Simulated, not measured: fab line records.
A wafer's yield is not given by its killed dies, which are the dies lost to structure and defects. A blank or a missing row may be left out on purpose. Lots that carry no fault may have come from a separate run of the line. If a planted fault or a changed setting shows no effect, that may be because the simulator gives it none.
Split-lot trial    flow sfq_line    5 lots, 23 wafers read, on a route of 325 steps

== SPLIT DETAILS ==
At SFQ_TRILAYER_M5_LITHO_EXPOSE_124 (exposes mask M5, target cd 700 nm), the setting dose_mj was moved away from the recipe's 14.4 on 10 of the 23 wafers read, by -6.0% to +7.4%. For the rest of the wafers, this setting stayed at what the recipe calls for.

== FROM THE SPLIT TO THE READING: what the file shows between them, 2 steps ==
- SFQ_TRILAYER_M5_LITHO_PEB_126: peb time 60 s
- SFQ_TRILAYER_M5_LITHO_DEVELOP_125: time 60 s

== THE READING ==
M5.cd_nm (the simulator's own value, which no gauge read), in nm, at SFQ_TRILAYER_M5_BARC_OPEN_METAL_ETCH_161 (etches BARC in O2, target depth 125 nm, time 41.7 s). There is no usual value for it anywhere in the file. Across the 13 wafers here that went through the recipe, the average is 700.2 nm and the standard deviation 0.87 nm.

wafer   tool, chamber at the split  dose_mj as run  against the recipe  M5.cd_nm, nm  against lot-mates on the recipe
L076.1  krf_scanner-02, 0           13.93           -3.3%               706.5         +5.2
L076.2  krf_scanner-02, 0           13.93           -3.3%               707.5         +6.2
L076.4  krf_scanner-02, 0           14.4            recipe              701           -
L076.5  krf_scanner-02, 0           13.93           -3.3%               706.3         +5.0
L076.6  krf_scanner-02, 0           14.4            recipe              701.5         -
L078.1  krf_scanner-02, 0           13.54           -6.0%               705.9         +7.2
L078.2  krf_scanner-02, 0           14.4            recipe              698.4         -
L078.3  krf_scanner-02, 0           14.4            recipe              699           -
L078.4  krf_scanner-02, 0           13.54           -6.0%               706.4         +7.7
L078.5  krf_scanner-02, 0           13.54           -6.0%               706.7         +8.0
L079.1  krf_scanner-02, 0           14.4            recipe              700.4         -
L079.2  krf_scanner-02, 0           14.4            recipe              699.5         -
L079.3  krf_scanner-02, 0           14.89           +3.4%               694.3         -5.6
L079.4  krf_scanner-02, 0           14.4            recipe              699.8         -
L079.5  krf_scanner-02, 0           14.89           +3.4%               694.6         -5.3
L080.2  krf_scanner-02, 0           14.4            recipe              700.8         -
L080.3  krf_scanner-02, 0           14.4            recipe              699.8         -
L080.6  krf_scanner-02, 0           14.4            recipe              699.8         -
L081.1  krf_scanner-02, 0           14.4            recipe              700.2         -
L081.2  krf_scanner-02, 0           15.46           +7.4%               688.7         -12.1
L081.3  krf_scanner-02, 0           14.4            recipe              700.9         -
L081.4  krf_scanner-02, 0           15.46           +7.4%               690.7         -10.1
L081.6  krf_scanner-02, 0           14.4            recipe              701.2         -

THE FIT
A straight line over all 23 wafers: M5.cd_nm changes by -1.36 nm for each +1% of dose_mj; r = -0.96; the points scatter about the line by 1.4 nm.
The same after taking each lot's own level away (the mean of its wafers on the recipe; 23 wafers): -1.45 nm for each +1%; r = -0.99; scatter 0.71 nm.
The reading moves by 11 nm for the largest change in dose_mj, on that fit.
The span of the lots' own levels, 698.70 to 701.25 nm, comes to 2.9 times the standard deviation stated above.
Hence the lot-to-lot level has little effect on the slope; both slopes agree.
Check: with one of the wafers moved furthest among these (+7.4%) left out of the fit, the line predicts -10.3 nm for it against its lot-mates. Against them it came out at -12.1 nm.

== THESE WAFERS: OTHER SPLITS ==
Other splits were also applied to these wafers ahead of the reading. Each is held against what the fit with the lots' levels taken away leaves over:
other split on the same wafers                   wafers away from the commonest value  r with M5.cd_nm (lot level and that fit taken away)
SFQ_TRILAYER_JJ_CE_LITHO_COAT_114 resist_thk_nm  10                                    +0.24
SFQ_TRILAYER_JJ_CE_ETCH_RIE_118 pressure_mtorr   15                                    +0.33

== FILE'S OWN FIT ==
M5.cd_nm changes by -1.46 nm for each +1% of dose_mj, r = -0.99.
